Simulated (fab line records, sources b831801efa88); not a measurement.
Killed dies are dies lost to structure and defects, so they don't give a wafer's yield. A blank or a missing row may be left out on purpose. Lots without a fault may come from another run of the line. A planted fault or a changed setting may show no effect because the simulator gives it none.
Which tool did it? | flow gf180mcu | 14 lots, 42 wafers sampled, at 3 steps of a route of 602

WHAT THE GAUGES READ, wafer by wafer
The record holds no reading of a measuring or inspecting step that can be judged against a usual standard deviation.

WHICH TOOL RAN EACH LOT (tool, then ch and the chambers of the sampled wafers, then the start)
lot  | GF_V4_SPUTTER_21             | GF_V4_CMP_26                  | GF_MIM_SPUTTER_03
L959 | pvd_sputter-03, day 24 19:31 | cmp-02 ch 0,1, day 24 19:55   | pvd_sputter-01, day 24 20:22
L960 | pvd_sputter-03, day 25 03:05 | cmp-02 ch 2,3, day 25 03:29   | pvd_sputter-01, day 25 03:56
L961 | pvd_sputter-04, day 25 08:29 | cmp-01 ch 0,2,3, day 25 08:53 | pvd_sputter-03, day 25 09:20
L963 | pvd_sputter-02, day 26 05:41 | cmp-01 ch 1,2,3, day 26 06:05 | pvd_sputter-03, day 26 06:32
L965 | pvd_sputter-03, day 26 17:46 | cmp-02 ch 1,2,3, day 26 18:09 | pvd_sputter-04, day 26 18:37
L967 | pvd_sputter-02, day 27 13:02 | cmp-02 ch 0,1, day 27 13:29   | pvd_sputter-04, day 27 13:53
L968 | pvd_sputter-04, day 27 19:27 | cmp-02 ch 0,3, day 27 19:53   | pvd_sputter-03, day 27 20:18
L970 | pvd_sputter-03, day 28 08:29 | cmp-02 ch 0,2,3, day 28 08:53 | pvd_sputter-01, day 28 09:20
L971 | pvd_sputter-02, day 28 22:33 | cmp-02 ch 1,3, day 28 22:57   | pvd_sputter-03, day 28 23:25
L972 | pvd_sputter-04, day 29 05:35 | cmp-01 ch 0,1,3, day 29 06:02 | -
L973 | pvd_sputter-03, day 29 10:42 | cmp-01 ch 1,3, day 29 11:05   | -
L974 | pvd_sputter-03, day 29 14:41 | cmp-02 ch 0,1,2, day 29 15:05 | pvd_sputter-04, day 29 15:32
L976 | pvd_sputter-04, day 30 08:55 | cmp-01 ch 0,1,3, day 30 09:19 | pvd_sputter-01, day 30 09:46
L981 | pvd_sputter-02, day 31 06:53 | cmp-01 ch 1,3, day 31 07:20   | pvd_sputter-03, day 31 07:44
- GF_V4_SPUTTER_21: material Ti, target thk 15 nm, time 80.02 s.
- GF_V4_CMP_26: polishes, stops on SiO2, t overpolish 15 s, target thk 0 nm.
- GF_MIM_SPUTTER_03: material Ti, target thk 10 nm, time 6.7 s.

WHAT THE TOOLS THEMSELVES READ (means of the sampled wafers that have a number; where no wafer has one, the mark that the record gives instead)
GF_V4_SPUTTER_21.
lot  | tool           | cathode_dc_power_W (W) | chamber_pressure_pa (Pa) | throttle_valve_pct (%)
L959 | pvd_sputter-03 | 2500.3                 | 5.008                    | 30.9
L960 | pvd_sputter-03 | 2499.7                 | 4.998                    | 30.7
L961 | pvd_sputter-04 | 2500.1                 | 5.004                    | 30.0
L963 | pvd_sputter-02 | 2499.6                 | 5.006                    | 29.4
L965 | pvd_sputter-03 | 2500.5                 | 5.012                    | 30.0
L967 | pvd_sputter-02 | 2499.8                 | 4.987                    | 29.7
L968 | pvd_sputter-04 | 2500.0                 | 5.007                    | 30.0
L970 | pvd_sputter-03 | 2499.9                 | 4.993                    | 30.5
L971 | pvd_sputter-02 | 2500.0                 | 5.009                    | 29.4
L972 | pvd_sputter-04 | -                      | -                        | -
L973 | pvd_sputter-03 | -                      | -                        | -
L974 | pvd_sputter-03 | 2499.9                 | 5.002                    | 30.4
L976 | pvd_sputter-04 | 2499.6                 | 5.005                    | 30.4
L981 | pvd_sputter-02 | 2500.1                 | 4.993                    | 30.0

GF_V4_CMP_26.
lot  | tool   | motor_current_A (A) | slurry_filter_dp_kPa (kPa)
L959 | cmp-02 | 11.7                | 13.46
L960 | cmp-02 | 9.7                 | 13.47
L961 | cmp-01 | 11.1                | 13.55
L963 | cmp-01 | 11.4                | 13.47
L965 | cmp-02 | 10.5                | 13.38
L967 | cmp-02 | 11.8                | 13.48
L968 | cmp-02 | 10.7                | 13.61
L970 | cmp-02 | 10.4                | 13.54
L971 | cmp-02 | 11.2                | 13.31
L972 | cmp-01 | 11.4                | 13.60
L973 | cmp-01 | 12.0                | 13.56
L974 | cmp-02 | 11.0                | 13.53
L976 | cmp-01 | 11.1                | 13.53
L981 | cmp-01 | 11.8                | 13.56

GF_MIM_SPUTTER_03.
lot  | tool           | cathode_dc_power_W (W) | chamber_pressure_pa (Pa) | throttle_valve_pct (%)
L959 | pvd_sputter-01 | 2999.8                 | 0.3006                   | 29.9
L960 | pvd_sputter-01 | 2999.9                 | 0.2997                   | 30.7
L961 | pvd_sputter-03 | 2999.9                 | 0.3003                   | 31.0
L963 | pvd_sputter-03 | 3000.3                 | 0.3001                   | 30.0
L965 | pvd_sputter-04 | 3000.0                 | 0.3000                   | 30.5
L967 | pvd_sputter-04 | 2999.6                 | 0.2996                   | 30.4
L968 | pvd_sputter-03 | 3000.1                 | 0.3004                   | 30.6
L970 | pvd_sputter-01 | 3000.1                 | 0.3001                   | 31.4
L971 | pvd_sputter-03 | 2999.7                 | 0.2996                   | 30.2
L974 | pvd_sputter-04 | 3000.3                 | 0.2998                   | 31.0
L976 | pvd_sputter-01 | 2999.7                 | 0.3003                   | 31.4
L981 | pvd_sputter-03 | 3000.3                 | 0.3002                   | 29.8

THE ANSWER, worked out from the rows above alone
Rule: what is usual is taken from the lots themselves. Put in order of their means at a reading, lots are off if they are a third of the lots or fewer, leave a main group of 4 or more, and stand apart from it by a gap of 3 or more times the standard deviation of the main group's means; of several such gaps the widest counts. A main group whose means are all the same, to the digits that the tables above print for the reading, isn't used. A lot without any number at a reading at which 4 lots or more have one is off too. The other lots that the step has rows for count as sound. The gauges are gone through in route order, then the tools' own readings, and for those a lot's mean is taken as printed above. The first step at which some lot is off is used, and at that step the reading that is off furthest; a lot without a number counts as furthest.
Off: L972, L973, at GF_V4_SPUTTER_21 (cathode_dc_power_W). Without a number there: L972, L973. The main group: mean 2500.0 W, standard deviation 0.26.
A tool fits if, at that step or a process step before it, it ran every lot that is off, and no sound lot after the first of them. None of those tried fits.

WHAT THE SIMULATOR HAD PUT IN
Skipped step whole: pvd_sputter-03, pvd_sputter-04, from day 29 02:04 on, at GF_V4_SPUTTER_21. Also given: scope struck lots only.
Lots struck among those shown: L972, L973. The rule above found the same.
